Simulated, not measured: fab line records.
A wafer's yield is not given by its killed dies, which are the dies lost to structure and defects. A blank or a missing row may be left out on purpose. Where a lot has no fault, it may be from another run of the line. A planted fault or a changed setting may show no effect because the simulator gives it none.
fab line records	flow sky130
record lots=10	wafers=30	last-day=49
route steps=708 shown METAL3@534 VIA3@575
lots untouched by any fault: they come from a run of this same line in which no faults occurred
start-h: hours from the record's opening day to when the first of the lot's shown wafers began	wait-h: time in hours since the lot's previous step	" as in the row above	L1.1+2: a single row standing in for several wafers	- no value present, or no start provided	* or withheld: withheld	< > ~ a bound
route shown NAME@n: a module of which the file shows steps, and the number in the route of the first	usual: mean/standard deviation taken from wafers without a fault	same: alike in all rows	chamber/n: place in a boat	sites: readings site by site	_std_site: their standard deviation	_edge_site: the outer-site mean with the inner-site mean subtracted	radius-mm: how far each site lies from the wafer's centre	mask NAME#n: copy n	behind: the last tool/chamber to shape the wafer	hold: why the lot was held/for how many hours/how that ended	device: the n, p or np transistor that did not switch	end of line: at the end of the route, the tests of the same wafers	step lacking rows: just its recipe	killed: the dies lost at the first sort to structure and to defects; this is not the yield of the wafer	map: dies across one wafer; x = killed, . = not, _ = none there
set.NAME: the run value of the setting; set.NAME@STEP: its run value at that earlier step	model.NAME: the simulator's own value behind a step, which no gauge read
a sample of lots followed through the steps of the route, with each step as a table and each wafer as a row
services: from which hour (start-h, from the record's first day; less than 0 if before it) a tool's chamber was out of use, for how many hours, and why
## steps
# step SKY_METAL3_SPUTTER_02
# recipe material=AlCu	target-thk-nm=735	power-w=10600	time-s=39.1	chamber-pressure-pa=0.4
# usual throttle-valve-pct=30.4/1.1
lot.wafer	tool	chamber	start-h	wait-h	throttle-valve-pct
L865.4	pvd-sputter-04	-	850.99	0.0	30.2
L865.5	"	-	"	"	29.9
L865.6	"	-	"	"	31.4
L866.1	pvd-sputter-01	-	863.94	0.0	30.3
L866.2	"	-	"	"	28.8
L866.3	"	-	"	"	29.5
L869.4	pvd-sputter-04	-	884.83	0.0	32.4
L869.5	"	-	"	"	31.4
L869.6	"	-	"	"	30.3
L868.2	pvd-sputter-01	-	890.06	0.0	29.8
L868.3	"	-	"	"	30.3
L868.5	"	-	"	"	29.4
L876.1	pvd-sputter-01	-	946.30	0.0	30.5
L876.4	"	-	"	"	28.4
L876.6	"	-	"	"	29.9
L880.2	pvd-sputter-04	-	959.69	0.0	31.8
L880.5	"	-	"	"	32.7
L880.6	"	-	"	"	31.5
L881.1	pvd-sputter-01	-	961.07	0.0	30.1
L881.2	"	-	"	"	30.4
L881.6	"	-	"	"	30.0
L882.2	pvd-sputter-04	-	973.63	0.0	30.2
L882.4	"	-	"	"	32.4
L882.5	"	-	"	"	31.6
L884.1	pvd-sputter-01	-	983.23	0.0	30.0
L884.2	"	-	"	"	30.7
L884.6	"	-	"	"	28.6
L885.3	pvd-sputter-02	-	989.34	0.0	31.7
L885.4	"	-	"	"	30.5
L885.5	"	-	"	"	31.8
# step SKY_METAL3_OVL_MEAS_14
# usual METAL3_OVL=1/5.3
lot.wafer	tool	chamber	start-h	wait-h	METAL3_OVL[nm]
L865.4	overlay-02	-	903.24	0.1	-5
L865.5	"	-	"	"	-4
L865.6	"	-	"	"	-6
L866.1	overlay-01	-	915.83	0.1	6
L866.2	"	-	"	"	3
L866.3	"	-	"	"	7
L869.4	overlay-01	-	935.34	0.1	1
L869.5	"	-	"	"	-7
L869.6	"	-	"	"	1
L868.2	overlay-01	-	940.64	0.1	8
L868.3	"	-	"	"	-3
L868.5	"	-	"	"	9
L876.1	overlay-02	-	993.53	0.1	4
L876.4	"	-	"	"	5
L876.6	"	-	"	"	5
L880.2	overlay-02	-	1007.08	0.1	-10
L880.5	"	-	"	"	0
L880.6	"	-	"	"	-3
L881.1	overlay-02	-	1008.03	0.1	-2
L881.2	"	-	"	"	5
L881.6	"	-	"	"	2
L882.2	overlay-01	-	1019.94	0.1	8
L882.4	"	-	"	"	-1
L882.5	"	-	"	"	7
L884.1	overlay-02	-	1029.48	0.1	-9
L884.2	"	-	"	"	-2
L884.6	"	-	"	"	1
L885.3	overlay-02	-	1036.25	0.1	-2
L885.4	"	-	"	"	-3
L885.5	"	-	"	"	-8
# step SKY_VIA3_CMP_02
# recipe material=SiO2	down-force-psi=4	platen-rpm=60	pad-velocity-m-s=0.94248
# usual edge-zone-pressure-frac=1.001/0.005	motor-current-A=11.9/1	platen-rpm=60.00/0.042	slurry-filter-dp-kPa=13.52/0.13
lot.wafer	tool	chamber	start-h	wait-h	edge-zone-pressure-frac	motor-current-A	platen-rpm	slurry-filter-dp-kPa
L865.4	cmp-01	2	904.47	0.1	0.996	11.8	59.97	13.67
L865.6	"	1	"	"	1.000	12.2	60.00	13.64
L865.5	"	2	"	"	1.000	12.2	60.06	13.28
L866.3	cmp-01	2	917.17	0.0	0.995	12.2	60.05	13.57
L866.2	"	3	"	"	0.996	12.5	60.05	13.53
L866.1	"	0	"	"	1.002	12.0	60.00	13.63
L869.4	cmp-02	1	936.83	0.1	0.992	12.1	59.98	13.74
L869.5	"	3	"	"	1.001	11.0	59.95	13.59
L869.6	"	0	"	"	1.002	12.6	60.01	13.61
L868.3	cmp-01	1	942.00	0.0	1.004	12.9	59.97	13.72
L868.2	"	3	"	"	1.000	12.6	60.00	13.74
L868.5	"	2	"	"	1.004	12.6	60.06	13.47
L876.4	cmp-01	0	995.42	0.4	1.000	11.8	59.96	13.42
L876.1	"	2	"	"	0.999	13.1	59.91	13.42
L876.6	"	0	"	"	0.993	12.2	59.96	13.47
L880.2	cmp-01	3	1008.61	0.2	1.008	12.6	59.98	13.54
L880.5	"	0	"	"	1.001	11.7	59.97	13.51
L880.6	"	1	"	"	1.002	12.2	59.95	13.58
L881.2	cmp-01	1	1009.40	0.0	1.002	12.9	60.08	13.65
L881.1	"	2	"	"	1.005	12.6	60.06	13.50
L881.6	"	1	"	"	0.996	12.9	60.03	13.71
L882.4	cmp-02	1	1021.36	0.1	1.001	12.0	60.00	13.52
L882.2	"	3	"	"	1.008	10.9	60.01	13.66
L882.5	"	1	"	"	0.997	12.9	60.04	13.53
L884.2	cmp-01	3	1030.79	0.0	0.999	12.0	59.96	13.54
L884.1	"	2	"	"	0.994	12.6	59.98	13.63
L884.6	"	3	"	"	0.992	12.1	59.97	13.32
L885.4	cmp-02	1	1037.72	0.0	1.008	11.9	60.00	13.40
L885.3	"	0	"	"	1.001	13.1	60.04	13.58
L885.5	"	1	"	"	1.004	11.9	60.10	13.45
# step SKY_VIA3_CVD_21
# recipe material=W	target-thk-nm=390	time-s=117.31	temp-c=400	pressure-torr=40
# usual heater-power-w=909/46
lot.wafer	tool	chamber	start-h	wait-h	heater-power-w	since-wet-clean-h
L865.4	cvd-w-02	1	929.96	0.0	813	-
L865.5	"	1	"	"	800	-
L865.6	"	0	"	"	909	-
L866.1	cvd-w-01	1	942.57	0.0	930	25
L866.2	"	0	"	"	950	25
L866.3	"	0	"	"	935	-
L869.4	cvd-w-01	1	962.00	0.1	910	-
L869.5	"	1	"	"	904	-
L869.6	"	0	"	"	952	-
L868.2	cvd-w-02	1	966.81	0.0	824	563
L868.3	"	0	"	"	898	-
L868.5	"	1	"	"	815	-
L876.1	cvd-w-01	0	1019.74	0.0	939	102
L876.4	"	0	"	"	945	-
L876.6	"	1	"	"	883	-
L880.2	cvd-w-02	0	1032.80	0.0	912	629
L880.5	"	1	"	"	832	-
L880.6	"	0	"	"	905	-
L881.1	cvd-w-02	0	1033.73	0.0	929	630
L881.2	"	1	"	"	842	630
L881.6	"	1	"	"	828	-
L882.2	cvd-w-01	0	1044.32	0.0	954	126
L882.4	"	1	"	"	897	-
L882.5	"	1	"	"	918	-
L884.1	cvd-w-01	0	1053.87	0.0	971	136
L884.2	"	1	"	"	882	136
L884.6	"	1	"	"	908	-
L885.3	cvd-w-01	0	1061.03	0.1	958	-
L885.4	"	1	"	"	931	-
L885.5	"	0	"	"	958	-
# step SKY_VIA3_RS_MEAS_22
# recipe thk-meas-gauge=four-point-probe	reads=W_of_VIA3_CVD_21+TiN_of_VIA3_SPUTTER_20
# usual VIA3_W_RS=0.2923/0.0025
lot.wafer	tool	chamber	start-h	wait-h	VIA3_W_RS[ohm/sq]
L865.4	film-metro-03	-	930.10	0.1	0.2895
L865.5	"	-	"	"	0.2912
L865.6	"	-	"	"	0.2892
L866.1	film-metro-04	-	942.69	0.1	0.2921
L866.2	"	-	"	"	0.2933
L866.3	"	-	"	"	0.2932
L869.4	film-metro-02	-	962.14	0.1	0.2913
L869.5	"	-	"	"	0.2875
L869.6	"	-	"	"	0.2920
L868.2	film-metro-03	-	966.95	0.1	0.2909
L868.3	"	-	"	"	0.2873
L868.5	"	-	"	"	0.2924
L876.1	film-metro-03	-	1019.87	0.1	0.2892
L876.4	"	-	"	"	0.2925
L876.6	"	-	"	"	0.2895
L880.2	film-metro-02	-	1032.94	0.1	0.4538
L880.5	"	-	"	"	0.4609
L880.6	"	-	"	"	0.4491
L881.1	film-metro-04	-	1033.85	0.1	0.4463
L881.2	"	-	"	"	0.4439
L881.6	"	-	"	"	0.4509
L882.2	film-metro-04	-	1044.46	0.1	0.2927
L882.4	"	-	"	"	0.2901
L882.5	"	-	"	"	0.2916
L884.1	film-metro-02	-	1053.99	0.1	0.2938
L884.2	"	-	"	"	0.2920
L884.6	"	-	"	"	0.2912
L885.3	film-metro-02	-	1061.15	0.1	0.2955
L885.4	"	-	"	"	0.2954
L885.5	"	-	"	"	0.2944
# step SKY_VIA3_THK_MEAS_23
# recipe thk-meas-gauge=xrf	reads=W_of_VIA3_CVD_21
# usual VIA3_W_THK=405/7
lot.wafer	tool	chamber	start-h	wait-h	VIA3_W_THK[nm]
L865.4	film-metro-03	-	930.19	0.1	409
L865.5	"	-	"	"	403
L865.6	"	-	"	"	407
L866.1	film-metro-04	-	942.81	0.1	406
L866.2	"	-	"	"	407
L866.3	"	-	"	"	408
L869.4	film-metro-02	-	962.23	0.1	400
L869.5	"	-	"	"	408
L869.6	"	-	"	"	403
L868.2	film-metro-03	-	967.06	0.1	408
L868.3	"	-	"	"	416
L868.5	"	-	"	"	408
L876.1	film-metro-03	-	1019.99	0.1	411
L876.4	"	-	"	"	405
L876.6	"	-	"	"	408
L880.2	film-metro-02	-	1033.05	0.1	258
L880.5	"	-	"	"	254
L880.6	"	-	"	"	260
L881.1	film-metro-04	-	1033.97	0.1	266
L881.2	"	-	"	"	269
L881.6	"	-	"	"	264
L882.2	film-metro-04	-	1044.57	0.1	409
L882.4	"	-	"	"	412
L882.5	"	-	"	"	411
L884.1	film-metro-02	-	1054.11	0.1	400
L884.2	"	-	"	"	403
L884.6	"	-	"	"	403
L885.3	film-metro-02	-	1061.25	0.1	395
L885.4	"	-	"	"	392
L885.5	"	-	"	"	396
# step SKY_VIA3_CMP_24
# recipe stop-on=SiO2	t-overpolish-s=20	down-force-psi=3.5	platen-rpm=60	target-thk-nm=0	pad-velocity-m-s=0.94248
# usual edge-zone-pressure-frac=1.000/0.0047	motor-current-A=10.8/1.1	platen-rpm=60.00/0.041	slurry-filter-dp-kPa=13.50/0.14	time-to-endpoint-s=94/3.5
lot.wafer	tool	chamber	start-h	wait-h	edge-zone-pressure-frac	motor-current-A	platen-rpm	slurry-filter-dp-kPa	time-to-endpoint-s
L865.4	cmp-01	3	930.37	0.2	0.996	11.2	60.03	13.56	94
L865.5	"	0	"	"	0.992	10.8	60.04	13.72	97
L865.6	"	1	"	"	1.001	11.8	59.97	13.85	99
L866.1	cmp-01	2	942.87	0.1	0.992	11.0	59.99	13.61	92
L866.2	"	3	"	"	0.998	11.2	59.99	13.39	90
L866.3	"	0	"	"	0.999	10.6	60.02	13.37	96
L869.4	cmp-01	0	962.41	0.2	1.004	11.1	59.96	13.59	95
L869.6	"	1	"	"	0.997	11.9	59.99	13.39	98
L869.5	"	2	"	"	1.005	11.8	60.04	13.63	96
L868.3	cmp-01	2	967.27	0.2	1.000	11.7	60.05	13.69	99
L868.2	"	0	"	"	1.007	10.3	60.01	13.38	94
L868.5	"	2	"	"	1.003	11.6	60.00	13.42	95
L876.1	cmp-02	0	1020.10	0.1	1.006	11.1	60.01	13.18	97
L876.4	"	2	"	"	1.003	9.0	59.99	13.59	95
L876.6	"	0	"	"	0.987	11.5	60.05	13.49	96
L880.2	cmp-02	3	1033.25	0.2	1.000	9.5	60.02	13.39	56
L880.6	"	0	"	"	1.003	11.3	60.03	13.34	55
L880.5	"	1	"	"	0.997	11.3	60.02	13.46	60
L881.2	cmp-02	3	1034.03	0.0	0.997	9.7	59.95	13.29	62
L881.1	"	0	"	"	1.003	11.1	60.02	13.54	62
L881.6	"	0	"	"	1.002	11.1	60.03	13.72	60
L882.4	cmp-01	3	1044.62	0.0	0.999	11.4	60.02	13.58	88
L882.2	"	0	"	"	1.001	10.3	60.01	13.63	93
L882.5	"	3	"	"	1.000	11.9	60.00	13.77	88
L884.2	cmp-02	2	1054.17	0.0	1.006	8.7	60.01	13.74	93
L884.1	"	1	"	"	0.994	11.6	60.00	13.59	99
L884.6	"	3	"	"	1.015	9.4	60.00	13.65	97
L885.4	cmp-02	3	1061.39	0.1	1.004	9.8	60.01	13.22	92
L885.3	"	0	"	"	1.002	11.6	59.94	13.53	91
L885.5	"	2	"	"	0.999	8.8	60.01	13.59	90
## services
tool	chamber	start-h	hours	kind
cmp-02	-	827.11	2.0	repair
cmp-01	-	827.75	5.2	repair
cvd-w-01	-	849.63	6.9	pm
cvd-w-01	-	904.00	14.0	pm
cvd-w-01	0	904.00	14.0	vent-cycle
cvd-w-01	1	904.00	14.0	vent-cycle
pvd-sputter-04	-	909.72	5.0	repair
cmp-01	-	912.00	4.0	pm
cmp-01	-	916.00	-	consumable-replace:conditioner
cmp-01	-	916.00	-	consumable-replace:pad
cvd-w-01	0	918.00	-	clean
cvd-w-01	1	918.00	-	clean
pvd-sputter-01	3	922.56	-	consumable-replace:kit
pvd-sputter-01	-	923.22	5.2	repair
cvd-w-02	-	925.78	2.8	pm
cmp-02	-	935.33	0.6	repair
pvd-sputter-04	-	953.60	0.5	repair
cmp-02	-	965.66	5.7	pm
cmp-01	-	990.01	2.4	repair
cmp-02	-	994.07	4.6	repair
cmp-02	-	1010.64	0.8	repair
pvd-sputter-02	-	1027.54	0.5	repair
cvd-w-02	1	1034.14	8.8	repair
cmp-01	-	1056.99	0.8	repair
## key
first-sign step=SKY_VIA3_RS_MEAS_22	reading=VIA3_W_RS	direction=up	sigmas=62	usual=0.2923	struck=0.4508
effect step=SKY_VIA3_THK_MEAS_23	reading=VIA3_W_THK	direction=down	sigmas=20	usual=405	struck=262
effect step=SKY_VIA3_CMP_24	reading=time-to-endpoint-s	direction=down	sigmas=10	usual=*	struck=*
met-at SKY_VIA3_CVD_21
struck-lots L880,L881
not-acting-at SKY_METAL3_SPUTTER_02,SKY_METAL3_OVL_MEAS_14,SKY_VIA3_CMP_02
onset-between 966.81 1032.80
fault kind=process-parameter-drift	tool=cvd-w-02	chamber=-	onset-h=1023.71	steps=SKY_VIA3_CVD_21	channel=target-thk-nm	offset=-132.82	shape=step	end-h=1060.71	acts-in=these-recipes-only	stated=390
